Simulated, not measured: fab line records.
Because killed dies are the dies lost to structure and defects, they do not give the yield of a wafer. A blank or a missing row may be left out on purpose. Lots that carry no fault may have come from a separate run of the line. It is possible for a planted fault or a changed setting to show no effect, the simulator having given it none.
One fault seen from 2 desks + flow gf180mcu + numbers are kept per desk, each desk with only its own; the story behind them comes last

## FROM THE METROLOGY DESK
Means of the sampled wafers that have a number, per lot and without regard to the tool the lot ran on: this is what the gauges read. If a lot's mean is further than 4 standard deviations from the usual mean, the lot is out of limits and carries the mark OUT (the distance appears in the brackets).
Columns: A = POLY_GATE_OXIDATION_THK at GF_POLY_GATE_THK_MEAS_17, usual 3.99 nm; B = cd_nm at GF_POLY_GATE_CD_MEAS_18, usual 280.1 nm
| lot  | first seen here | A    | B     |
|------|-----------------|------|-------|
| L145 | day 9 13:23     | 3.97 | 279.9 |
| L146 | day 9 21:50     | 4.09 | 279.2 |
| L147 | day 10 00:17    | 3.99 | 283.0 |
| L148 | day 10 10:14    | 4.00 | 279.7 |
| L149 | day 10 14:23    | 3.99 | 278.7 |
| L150 | day 10 22:31    | 3.91 | 277.4 |
| L151 | day 11 01:36    | 4.00 | 281.4 |
| L153 | day 11 19:02    | 4.07 | 281.6 |
| L154 | day 12 00:39    | 4.02 | 282.0 |
| L155 | day 12 03:53    | 3.99 | 278.9 |
| L158 | day 13 04:20    | 3.96 | 282.0 |
| L160 | day 13 15:55    | 4.00 | 281.3 |
| L163 | day 14 14:09    | 3.97 | 278.3 |
| L165 | day 15 04:36    | 3.97 | 280.1 |
This desk's finding: nothing out of limits on any of the 14 lots.

## THE TOOL OWNER'S DESK: implanter-02
For each lot that ran on this tool, the mean over its sampled wafers that have a number, from the tool's own readings at GF_HV_LDD_IMPLANT_21. If a lot's mean is further than 4 standard deviations from the usual mean, the lot is out of limits and carries the mark OUT (the distance appears in the brackets).
Columns: A = beam_on_s at GF_HV_LDD_IMPLANT_21, usual 10.00 s; B = dose_ions_cm2 at GF_HV_LDD_IMPLANT_21, usual 5e+13; C = end_station_pressure_torr at GF_HV_LDD_IMPLANT_21, usual 5.2e-06 Torr
| lot  | first seen here | A     | B               | C       |
|------|-----------------|-------|-----------------|---------|
| L147 | day 11 13:08    | 9.83  | 5e+13           | 5.2e-06 |
| L151 | day 12 15:47    | 10.05 | 5e+13           | 5.2e-06 |
| L153 | day 13 11:23    | 10.03 | 5e+13           | 5.1e-06 |
| L154 | day 13 17:35    | 10.11 | 5e+13           | 5.2e-06 |
| L155 | day 13 20:07    | 9.94  | 5e+13           | 5.0e-06 |
| L160 | day 15 10:57    | 10.06 | 5e+13           | 5.4e-06 |
| L163 | day 16 09:20    | 9.86  | 5e+13 (-40) OUT | 5.0e-06 |
| L165 | day 17 02:16    | 10.17 | 5e+13 (-41) OUT | 5.3e-06 |
This desk's finding: out of limits on L163, L165; first on L163, day 16 09:20 (dose_ions_cm2 at GF_HV_LDD_IMPLANT_21). Within limits: L147, L151, L153, L154, L155, L160.

## PUT TOGETHER
At day 16 09:20, on L163, L165, the tool owner's desk was in a position to raise an alarm.
The metrology desk saw nothing out of limits.
The metrology desk holds a record of L163, L165, inside its limits.
On implanter-02, each named lot ran GF_HV_LDD_IMPLANT_21.

## WHAT THE SIMULATOR HAD PUT IN
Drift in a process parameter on implanter-02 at GF_HV_LDD_IMPLANT_21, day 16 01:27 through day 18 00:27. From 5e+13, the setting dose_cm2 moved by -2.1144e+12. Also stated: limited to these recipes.
Struck lots among those shown: L163, L165.
Time in hours from fault onset to the first out-of-limits reading at each desk: the tool owner's desk, 8.
